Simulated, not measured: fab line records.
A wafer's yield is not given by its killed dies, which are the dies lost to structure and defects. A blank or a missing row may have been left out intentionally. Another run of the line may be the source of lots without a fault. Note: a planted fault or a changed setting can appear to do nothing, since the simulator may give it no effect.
Which of the tools did it? | flow sky130 | Sampling: 10 lots, 30 wafers, 6 of 708 route steps

WHAT THE GAUGES SHOWED, per wafer
SKY_LOCAL_INTERCONNECT_RS_MEAS_01: measures by four-point-probe. Usual: for LOCAL_INTERCONNECT_TIN_RS the level is 14.15 ohm/sq and the standard deviation is 0.15.
lot  | measured     | on            | LOCAL_INTERCONNECT_TIN_RS (ohm/sq) | flag
L739 | day 29 03:20 | film_metro-01 | 14.28 14.34 14.19                  |
L743 | day 30 15:01 | film_metro-03 | 14.17 14.25 14.23                  |
L744 | day 31 01:28 | film_metro-03 | 14.27 14.26 14.42                  |
L746 | day 31 19:38 | film_metro-03 | 14.23 14.27 14.26                  |
L752 | day 33 21:55 | film_metro-03 | 14.06 13.91 14.00                  |
L753 | day 34 02:19 | film_metro-03 | 14.07 11.65 14.04                  | OFF
L755 | day 34 18:22 | film_metro-03 | 14.01 14.05 14.08                  |
L757 | day 35 02:04 | film_metro-04 | 14.15 14.34 14.16                  |
L756 | day 35 03:26 | film_metro-03 | 11.78 11.77 14.07                  | OFF
L762 | day 37 07:45 | film_metro-01 | 14.15 14.37 14.21                  |

SKY_LOCAL_INTERCONNECT_THK_MEAS_02: measures by xrf. Usual: for LOCAL_INTERCONNECT_TIN_THK the level is 99.7 nm and the standard deviation is 1.1.
lot  | measured     | on            | LOCAL_INTERCONNECT_TIN_THK (nm) | flag
L739 | day 29 03:27 | film_metro-01 | 99.1 98.6 99.9                  |
L743 | day 30 15:08 | film_metro-03 | 99.2 99.3 98.8                  |
L744 | day 31 01:35 | film_metro-03 | 99.0 98.6 97.5                  |
L746 | day 31 19:44 | film_metro-03 | 98.6 98.6 98.9                  |
L752 | day 33 22:02 | film_metro-03 | 100.0 100.9 100.4               |
L753 | day 34 02:25 | film_metro-03 | 100.2 119.8 100.7               | OFF
L755 | day 34 18:29 | film_metro-03 | 100.5 100.9 99.9                |
L757 | day 35 02:11 | film_metro-04 | 98.8 98.1 98.6                  |
L756 | day 35 03:34 | film_metro-03 | 119.4 119.6 100.4               | OFF
L762 | day 37 07:52 | film_metro-01 | 100.5 98.9 100.1                |

SKY_CONTACT_RS_MEAS_25: measures by four-point-probe. Usual: for CONTACT_W_RS the level is 0.337 ohm/sq and the standard deviation is 0.0035.
lot  | measured     | on            | CONTACT_W_RS (ohm/sq) | flag
L739 | day 31 13:35 | film_metro-03 | 0.336 0.340 0.341     |
L743 | day 32 23:43 | film_metro-03 | 0.338 0.335 0.339     |
L744 | day 33 09:57 | film_metro-02 | 0.337 0.339 0.336     |
L746 | day 34 04:53 | film_metro-03 | 0.333 0.335 0.332     |
L752 | day 36 05:04 | film_metro-02 | 0.335 0.337 0.336     |
L753 | day 36 10:26 | film_metro-03 | 0.344 0.342 0.345     |
L755 | day 37 00:28 | film_metro-04 | 0.344 0.338 0.340     |
L757 | day 37 09:46 | film_metro-03 | 0.341 0.338 0.339     |
L756 | day 37 10:01 | film_metro-03 | 0.339 0.334 0.338     |
L762 | day 39 13:40 | film_metro-03 | 0.333 0.332 0.332     |

TOOL THAT RAN EACH LOT (tool first, then ch and the chambers of the sampled wafers, then the start)
lot  | SKY_RES_PROTECT_STRIP_07             | SKY_LOCAL_INTERCONNECT_SPUTTER_00 | SKY_LOCAL_INTERCONNECT_METAL_ETCH_14
L739 | plasma_asher-02 ch 0,1, day 15 00:04 | pvd_sputter-03, day 29 03:16      | rie_metal-01 ch 0,1, day 30 07:35
L743 | plasma_asher-01 ch 0,1, day 16 11:22 | pvd_sputter-03, day 30 14:57      | rie_metal-03 ch 0,1, day 31 18:24
L744 | plasma_asher-02 ch 0,1, day 16 21:49 | pvd_sputter-04, day 31 01:24      | rie_metal-03 ch 0,1, day 32 04:38
L746 | plasma_asher-04 ch 0,1, day 17 22:19 | pvd_sputter-03, day 31 19:32      | rie_metal-04 ch 0, day 32 23:19
L752 | plasma_asher-01 ch 0,1, day 20 02:41 | pvd_sputter-03, day 33 21:51      | rie_metal-03 ch 0,1, day 35 00:25
L753 | plasma_asher-02 ch 0,1, day 20 10:15 | pvd_sputter-03, day 34 02:13      | rie_metal-03 ch 0,1, day 35 05:08
L755 | plasma_asher-01 ch 0,1, day 21 02:07 | pvd_sputter-01, day 34 18:19      | rie_metal-01 ch 0,1, day 35 21:03
L757 | plasma_asher-01 ch 0, day 21 10:44   | pvd_sputter-04, day 35 01:59      | rie_metal-03 ch 0,1, day 36 04:44
L756 | plasma_asher-01 ch 0,1, day 21 12:02 | pvd_sputter-03, day 35 03:23      | rie_metal-04 ch 0,1, day 36 05:07
L762 | plasma_asher-04 ch 0,1, day 24 06:34 | pvd_sputter-04, day 37 07:41      | rie_metal-03 ch 0,1, day 38 09:53
- SKY_RES_PROTECT_STRIP_07: strips in O2/N2.
- SKY_LOCAL_INTERCONNECT_SPUTTER_00: material TiN, target thk 100 nm, time 83.3 s.
- SKY_LOCAL_INTERCONNECT_METAL_ETCH_14: etches TiN in Cl2/BCl3, stops on PSG, target depth 110 nm, time 31.4 s.

WHAT THE TOOLS THEMSELVES READ (means of the sampled wafers that have a number; where no wafer has one, the mark that the record gives instead)
SKY_RES_PROTECT_STRIP_07. Usual: drypump_motor_current_A 5.8 A, standard deviation 0.46; oes_product_au 0.518 a.u., standard deviation 0.0046; strip_time_to_endpoint_s 23.27 s, standard deviation 0.033.
lot  | tool            | drypump_motor_current_A (A) | oes_product_au (a.u.) | strip_time_to_endpoint_s (s) | flag
L739 | plasma_asher-02 | 6.0                         | 0.517                 | 23.26                        |
L743 | plasma_asher-01 | 5.5                         | 0.513                 | 23.30                        |
L744 | plasma_asher-02 | 5.8                         | 0.520                 | 23.26                        |
L746 | plasma_asher-04 | 6.1                         | 0.520                 | 23.31                        |
L752 | plasma_asher-01 | 5.5                         | 0.515                 | 23.25                        |
L753 | plasma_asher-02 | 6.0                         | 0.519                 | 23.24                        |
L755 | plasma_asher-01 | 5.8                         | 0.515                 | 23.28                        |
L757 | plasma_asher-01 | 6.2                         | 0.518                 | 23.24                        |
L756 | plasma_asher-01 | 5.5                         | 0.513                 | 23.30                        |
L762 | plasma_asher-04 | 6.1                         | 0.518                 | 23.25                        |

SKY_LOCAL_INTERCONNECT_SPUTTER_00. Usual: throttle_valve_pct 30.2 %, standard deviation 1.
lot  | tool           | throttle_valve_pct (%) | flag
L739 | pvd_sputter-03 | 30.7                   |
L743 | pvd_sputter-03 | 30.1                   |
L744 | pvd_sputter-04 | 30.3                   |
L746 | pvd_sputter-03 | 30.3                   |
L752 | pvd_sputter-03 | 30.1                   |
L753 | pvd_sputter-03 | 30.7                   |
L755 | pvd_sputter-01 | 30.7                   |
L757 | pvd_sputter-04 | 30.0                   |
L756 | pvd_sputter-03 | 30.0                   |
L762 | pvd_sputter-04 | 29.8                   |

SKY_LOCAL_INTERCONNECT_METAL_ETCH_14. Usual: bias_w 48.51 W, standard deviation 0.13; drypump_motor_current_A 6.0 A, standard deviation 0.49; mfc_cl2_sccm 60.04 sccm, standard deviation 0.2; oes_product_au 0.941 a.u., standard deviation 0.0075; throttle_valve_pct 21.902 %, standard deviation 0.0098.
lot  | tool         | bias_w (W) | drypump_motor_current_A (A) | mfc_cl2_sccm (sccm) | oes_product_au (a.u.) | throttle_valve_pct (%) | flag
L739 | rie_metal-01 | 48.52      | 6.3                         | 60.08               | 0.941                 | 21.907                 |
L743 | rie_metal-03 | 48.44      | 5.7                         | 60.00               | 0.940                 | 21.902                 |
L744 | rie_metal-03 | 48.43      | 6.1                         | 59.99               | 0.933                 | 21.908                 |
L746 | rie_metal-04 | 48.44      | 5.7                         | 60.03               | 0.934                 | 21.904                 |
L752 | rie_metal-03 | 48.44      | 6.1                         | 60.09               | 0.947                 | 21.888                 |
L753 | rie_metal-03 | 48.58      | 6.1                         | 60.03               | 0.969                 | 21.879                 | OFF
L755 | rie_metal-01 | 48.48      | 6.4                         | 60.13               | 0.945                 | 21.895                 |
L757 | rie_metal-03 | 48.60      | 5.7                         | 60.03               | 0.936                 | 21.904                 |
L756 | rie_metal-04 | 48.62      | 5.5                         | 60.01               | 0.978                 | 21.880                 | OFF
L762 | rie_metal-03 | 48.46      | 5.7                         | 60.05               | 0.943                 | 21.909                 |

THE ANSWER, worked out from the rows above alone
Rule: a lot is off if the mean of its wafers that have a number lies more than 3 standard deviations from the usual mean. Also off: a lot with no number at a reading for which 4 or more lots have one. Any other lot the step has rows for is counted as sound. After the gauges, taken in route order, come the tools' own readings; for these a lot's mean is taken, as printed above. The first step at which some lot is off is used, and at that step the reading that is off furthest; a lot without a number counts as furthest.
Off: L753, L756, seen at SKY_LOCAL_INTERCONNECT_RS_MEAS_01 (LOCAL_INTERCONNECT_TIN_RS).
If a tool, at a process step before that reading, ran all the lots that are off and no sound lot after the first of them, it fits. Not tried: the gauges at SKY_LOCAL_INTERCONNECT_RS_MEAS_01; whatever is off there is also off at SKY_LOCAL_INTERCONNECT_METAL_ETCH_14, on other tools, and gauge error can't account for it. One fits: pvd_sputter-03 at SKY_LOCAL_INTERCONNECT_SPUTTER_00. A fault onset in the window from L752 (day 33 21:51, its last sound lot) to L753 (day 34 02:13, its first lot off) fits.

WHAT THE SIMULATOR HAD INSERTED
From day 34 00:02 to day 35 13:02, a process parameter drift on pvd_sputter-03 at SKY_LOCAL_INTERCONNECT_SPUTTER_00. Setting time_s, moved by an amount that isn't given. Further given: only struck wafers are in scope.
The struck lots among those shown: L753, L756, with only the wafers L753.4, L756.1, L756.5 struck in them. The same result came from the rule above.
